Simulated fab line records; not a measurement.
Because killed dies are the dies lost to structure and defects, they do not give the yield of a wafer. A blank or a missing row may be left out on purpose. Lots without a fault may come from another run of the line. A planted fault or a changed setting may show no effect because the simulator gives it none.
Which tool was responsible? | flow gf180mcu | Sampling: 6 lots, 18 wafers, 3 of 602 route steps

== WHAT EACH GAUGE READ, for each wafer ==
GF_M1_THK_MEAS_06: measures by xrf.
lot  | measured     | on            | M1_ALCU_THK (nm)
L487 | day 16 19:41 | film-metro-01 | 460 459 459
L489 | day 17 07:52 | film-metro-01 | 454 452 448
L502 | day 22 08:37 | film-metro-01 | 458 462 458
L505 | day 23 09:35 | film-metro-04 | 458 456 455
L507 | day 23 23:55 | film-metro-01 | 454 455 450
L509 | day 24 15:23 | film-metro-03 | 452 453 448

== WHICH TOOL RAN EACH LOT (tool, then ch and the chambers of the sampled wafers, then the start) ==
lot  | GF_M1_SPUTTER_00             | GF_M1_SPUTTER_02
L487 | pvd-sputter-01, day 16 19:20 | pvd-sputter-01, day 16 19:28
L489 | pvd-sputter-02, day 17 07:32 | pvd-sputter-02, day 17 07:40
L502 | pvd-sputter-01, day 22 08:16 | pvd-sputter-01, day 22 08:23
L505 | pvd-sputter-02, day 23 09:14 | pvd-sputter-02, day 23 09:22
L507 | pvd-sputter-03, day 23 23:34 | pvd-sputter-03, day 23 23:41
L509 | pvd-sputter-02, day 24 15:02 | pvd-sputter-02, day 24 15:10
- GF_M1_SPUTTER_00: material Ti, target thk 37.5 nm, time 150 s.
- GF_M1_SPUTTER_02: material AlCu, target thk 450 nm, time 23.9 s.

== THE ANSWER, worked out from the rows above alone ==
Rule: the lots themselves supply what counts as usual. The widest of any qualifying gaps counts: lots, ordered by their means at a reading, are off when they make up no more than a third of the lots, leave a main group of 4 or more, and stand apart from it by 3 or more times the standard deviation of that group's means. A main group is skipped when, at the precision printed for the reading in the tables above, its means are all equal. A lot without any number at a reading at which 4 lots or more have one is off too. Any other lot the step has rows for is counted as sound.
Across all readings shown, no lot is off: no conclusion can be drawn from this.

== WHAT THE SIMULATOR PUT IN ==
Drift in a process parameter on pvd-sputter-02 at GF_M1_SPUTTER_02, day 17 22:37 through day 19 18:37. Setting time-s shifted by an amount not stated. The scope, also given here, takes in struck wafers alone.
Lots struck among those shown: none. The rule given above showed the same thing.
